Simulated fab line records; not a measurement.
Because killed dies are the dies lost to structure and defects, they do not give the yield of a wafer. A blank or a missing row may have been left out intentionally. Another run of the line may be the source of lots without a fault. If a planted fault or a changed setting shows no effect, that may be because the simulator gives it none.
Comparing a struck lot with a sound one || flow sky130 || 22 steps out of a route of 708
Sound: these wafers, L391.2, L391.5, L391.6. Wafers struck: L400.2, L400.4, L400.5. The cause is named last.
At each step with rows: each side's tool, then ch and its chambers, then its first start. Under that, the readings that differ: sound wafers || struck wafers || difference of the means || sigmas: that difference in standard deviations of wafers without a fault.
alike: readings with means less than 2 such deviations apart, plus words and numbers identical on both sides. not compared: withheld readings, readings lacking a value on some wafer, bounds such as >300 that could conceal the same value, and numbers that have no deviation in the record and whose values overlap.
A row with sigmas, a row that says differs or no value, or rows on one side alone: a step with any of these is where the two part. Numbers that don't overlap but have no deviation are shown without sigmas and don't part them. A reading missing from all wafers of one side parts the sides only when that side holds two or more wafers.

SKY_METAL4_ETCH_17: etches SiO2 in C4F8/O2/Ar, stops on TiN, time 3.9 s, target depth 15 nm.
  sound on rie diel-04 ch 1,2,3, day 43 11:02; struck on rie diel-01 ch 0,1,2, day 45 16:56
  alike: chamber pressure mTorr, oes product au
  not compared: rf hours counter h
SKY_METAL4_METAL_ETCH_18: etches the open film in Cl2/BCl3, stops on SiO2, target depth 845 nm, time 183.1 s.
  sound on rie metal-04 ch 0,1, day 43 11:02; struck on rie metal-04 ch 0,1, day 45 16:56
  alike: chamber pressure mTorr, drypump motor current A, oes product au, throttle valve pct
  not compared: rf hours counter h
SKY_METAL4_STRIP_19: strips in O2/N2.
  sound on plasma asher-01 ch 0,1, day 43 11:13; struck on plasma asher-04 ch 0,1, day 45 17:07
  alike: chamber pressure mTorr, drypump motor current A, o2 flow sccm, oes product au, strip time to endpoint s
  not compared: rf hours counter h
then, 4 steps without rows for these wafers: SKY_METAL4_STRIP_20 (strips in post etch residue remover, time 1200 s); SKY_METAL4_CLEAN_21 (cleans in IPA, time 180 s); SKY_METAL4_CLEAN_22 (cleans in O3/DIW); SKY_VIA4_HDPCVD_00 (deposits SiO2, target thk 1750 nm, time 291.7 s).
SKY_VIA4_THK_MEAS_01:
  sound on film metro-04, day 43 12:00; struck on film metro-03, day 45 17:55
  alike: VIA4_HDPCVD_THK
SKY_VIA4_CMP_02: polishes SiO2.
  sound on cmp-01 ch 0,2,3, day 43 12:09; struck on cmp-01 ch 0,1,3, day 45 17:58
  alike: motor current A, slurry filter dp kPa
SKY_VIA4_BOW_MEAS_03:
  sound on film metro-04, day 43 12:22; struck on film metro-03, day 45 18:17
  alike: VIA4_BOW
then, 2 steps without rows for these wafers: SKY_VIA4_DEHYDRATE_04 (time 60 s); SKY_VIA4_HMDS_05 (prime time 60 s).
SKY_VIA4_COAT_06: resist thk 1140 nm.
  sound on litho track-02 ch 0, day 43 22:54; struck on litho track-02 ch 0, day 46 05:09
{"reading": "model.NOVOLAK_of_VIA4_COAT_06.thk nm (nm)", "sound": "1142 1139 1141", "struck": "988.2 990.3 991.8", "difference": -150.6, "sigmas": ""}
  alike: dispense pressure kPa, spin speed rpm
then, 4 steps without rows for these wafers: SKY_VIA4_SOFTBAKE_07 (time 60 s); SKY_VIA4_EXPOSE_08 (exposes mask VIM4, target cd 800 nm); SKY_VIA4_PEB_09; SKY_VIA4_DEVELOP_10 (develop time 60 s).
SKY_VIA4_OVL_MEAS_11:
  sound on overlay-01, day 44 10:13; struck on overlay-01, day 46 14:46
  alike: VIA4_OVL
SKY_VIA4_ETCH_12: etches SiO2 in C4F8/O2/Ar, stops on TiN, target depth 580 nm.
  sound on rie diel-01 ch 0,1, day 44 10:15; struck on rie diel-01 ch 1,3, day 46 14:48
{"reading": "model.NOVOLAK_of_VIA4_COAT_06.thk nm (nm)", "sound": "1008 1005 1009", "struck": "857.4 859.1 860.2", "difference": -148.4, "sigmas": ""}
{"reading": "model.VIA4.cd nm (nm)", "sound": "798.9 800.8 799.3", "struck": "813.1 815 812.3", "difference": "+13.8", "sigmas": ""}
  alike: chamber pressure mTorr, oes product au
SKY_VIA4_STRIP_13: strips in O2/N2.
  sound on plasma asher-02 ch 0,1, day 44 10:19; struck on plasma asher-02 ch 0,1, day 46 14:52
{"reading": "oes product au (a.u.)", "sound": "0.715 0.713 0.712", "struck": "0.687 0.688 0.690", "difference": -0.025, "sigmas": -6}
{"reading": "strip time to endpoint s (s)", "sound": "12.840 12.798 12.772", "struck": "11.073 11.100 11.105", "difference": -1.711, "sigmas": -59}
  alike: chamber pressure mTorr, drypump motor current A, o2 flow sccm
  not compared: rf hours counter h
then, 1 step without rows for these wafers: SKY_VIA4_STRIP_14 (strips in post etch residue remover, time 1200 s).
-- the record jumps here: 3 days lie between the struck wafers' starts before and after (it left off in module VIA4 and takes up again in module PAD_OPEN, whose first step shown is number 708 of the route) --
SKY_PAD_OPEN_PROBE_99:
  sound on prober-02, day 47 04:55; struck on prober-01, day 49 05:17
  alike: defect limited yield, killed_at_M0_to_M3, killed_at_M4_up, killed at contacts, killed at front end, killed at other, killed dies, killed open, killed short, sort_bin_3_pad_short, sort_bin_5_function, sort_bin_6_memory, sort n pass, sort yield pct

## WHERE THEY PART
Only at SKY_VIA4_STRIP_13, within this record. Later steps at which nothing parts them and some readings are alike: SKY_PAD_OPEN_PROBE_99.

WHY: the cause the simulator had injected
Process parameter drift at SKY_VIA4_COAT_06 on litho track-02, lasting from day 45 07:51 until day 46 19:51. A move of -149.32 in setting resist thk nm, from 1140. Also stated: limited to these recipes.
